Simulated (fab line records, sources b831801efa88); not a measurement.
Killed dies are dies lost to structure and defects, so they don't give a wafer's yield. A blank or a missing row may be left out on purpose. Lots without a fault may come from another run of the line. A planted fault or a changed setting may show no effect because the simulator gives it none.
A struck lot beside a sound one | flow sfq_line | 20 steps out of a route of 325
Sound: wafers L394.4, L394.5, L394.6. Struck: wafer L403.4. (L403.1, L403.2 of the same lot were not struck and are left out.) The cause comes at the end.
At each step with rows: each side's tool, then ch and its chambers, then its first start. Under that, the readings that differ: sound wafers | struck wafers | difference of the means | sigmas: that difference in standard deviations of wafers without a fault.
alike: readings whose means differ by less than 2 such deviations, and words and numbers that are the same on both sides. not compared: withheld readings, readings that some wafer has no value for, bounds like >300 that may hide the same value, and numbers for which the record gives no deviation and whose values overlap.
The two part at a step that has a row with sigmas, a row that says differs or no value, or rows on one side only. Numbers that don't overlap but have no deviation are shown without sigmas and don't part them. A reading that every wafer of one side lacks parts them only if that side has two wafers or more.

first, 2 steps without rows for these wafers: SFQ_TRILAYER_I6_VIA_LITHO_PEB_172 (peb time 60 s); SFQ_TRILAYER_I6_VIA_LITHO_DEVELOP_171 (time 60 s).
SFQ_I6_OVL_MEAS_942:
  sound on overlay-02, day 74 23:19; struck on overlay-01, day 76 07:52
  alike: I6_OVL
SFQ_TRILAYER_I6_VIA_BARC_OPEN_VIA_ETCH_235: etches BARC in O2, target depth 125 nm, time 41.7 s.
  sound on rie_diel-03 ch 0,1,2, day 74 23:20; struck on rie_diel-03 ch 0, day 76 07:54
  alike: drypump_motor_current_A, oes_product_au
  not compared: rf_hours_counter_h
SFQ_TRILAYER_I6_VIA_ETCH_VIA_ETCH_172: etches SiO2 in CHF3, stops on Nb, target depth 260 nm.
  sound on rie_diel-03 ch 0,1,2, day 74 23:22; struck on rie_diel-03 ch 0, day 76 07:56
  alike: drypump_motor_current_A, oes_product_au
SFQ_TRILAYER_I6_VIA_STRIP_STRIP_173: strips in O2.
  sound on rie_metal-04 ch 0,1, day 74 23:41; struck on rie_metal-02 ch 0, day 76 08:03
  reading                     | sound       | struck | difference | sigmas
  drypump_motor_current_A (A) | 5.9 5.7 5.9 | 5.0    | -0.8       | -3
  alike: oes_product_au
  not compared: rf_hours_counter_h
then, 2 steps without rows for these wafers: SFQ_TRILAYER_I6_VIA_STRIP_SOLV_CLEAN_174 (cleans in NMP, time 600 s); SFQ_TRILAYER_M7_DEP_PRE_CLEAN_176 (time 22.5 s).
SFQ_TRILAYER_M7_DEP_SPUTTER_175: material Nb, target thk 200 nm, time 133.3 s.
  sound on pvd_sputter-04, day 75 00:17; struck on pvd_sputter-05, day 76 08:52
  alike: cathode_dc_power_W, throttle_valve_pct
SFQ_M7_RS_MEAS_943: measures by four-point-probe.
  sound on film_metro-04, day 75 00:26; struck on film_metro-01, day 76 08:57
  alike: M7_NB_RS
then, 1 step without rows for these wafers: SFQ_TRILAYER_M7_LITHO_COAT_182 (resist thk 62 nm).
SFQ_TRILAYER_M7_LITHO_COAT_177: resist thk 600 nm.
  sound on litho_track-02 ch 0, day 75 01:00; struck on litho_track-01 ch 0, day 76 09:26
  reading                                             | sound             | struck | difference | sigmas
  model.KrF_of_TRILAYER_M7_LITHO_COAT_177.thk_nm (nm) | 601.4 603.6 602.5 | 669.8  | +67.3      |
then, 4 steps without rows for these wafers: SFQ_TRILAYER_M7_LITHO_SOFTBAKE_181; SFQ_TRILAYER_M7_LITHO_EXPOSE_178 (exposes mask M7, target cd 500 nm); SFQ_TRILAYER_M7_LITHO_PEB_180 (peb time 60 s); SFQ_TRILAYER_M7_LITHO_DEVELOP_179 (time 60 s).
SFQ_M7_OVL_MEAS_945:
  sound on overlay-01, day 75 06:53; struck on overlay-01, day 77 05:01
  alike: M7_OVL
SFQ_TRILAYER_M7_BARC_OPEN_METAL_ETCH_229: etches BARC in O2, target depth 125 nm, time 41.7 s.
  sound on rie_metal-04 ch 0,1, day 75 06:55; struck on rie_metal-01 ch 1, day 77 05:03
  reading             | sound             | struck | difference | sigmas
  model.M7.cd_nm (nm) | 501.4 500.4 500.8 | 504.2  | +3.3       |
  alike: drypump_motor_current_A, oes_product_au
  not compared: rf_hours_counter_h
SFQ_TRILAYER_M7_ETCH_METAL_ETCH_180: etches Nb in Cl2/Ar, stops on SiO2, target depth 240 nm, time 120 s.
  sound on rie_metal-04 ch 0,1, day 75 07:00; struck on rie_metal-01 ch 1, day 77 05:07
  reading                                             | sound           | struck | difference | sigmas
  model.KrF_of_TRILAYER_M7_LITHO_COAT_177.thk_nm (nm) | 380.7 383 383.5 | 453.6  | +71.2      |
  alike: drypump_motor_current_A, oes_product_au
  not compared: rf_hours_counter_h
SFQ_TRILAYER_M7_STRIP_STRIP_181: strips in O2.
  sound on rie_metal-04 ch 0,1, day 75 07:17; struck on rie_metal-01 ch 1, day 77 05:14
  reading                     | sound             | struck | difference | sigmas
  drypump_motor_current_A (A) | 5.7 5.9 5.7       | 6.7    | +0.9       | +2
  oes_product_au (a.u.)       | 1.015 1.010 1.011 | 0.994  | -0.018     | -2
  not compared: rf_hours_counter_h

WHERE THEY PART
First at SFQ_TRILAYER_I6_VIA_STRIP_STRIP_173; last, within this record, at SFQ_TRILAYER_M7_STRIP_STRIP_181.

WHY: what the simulator had put in
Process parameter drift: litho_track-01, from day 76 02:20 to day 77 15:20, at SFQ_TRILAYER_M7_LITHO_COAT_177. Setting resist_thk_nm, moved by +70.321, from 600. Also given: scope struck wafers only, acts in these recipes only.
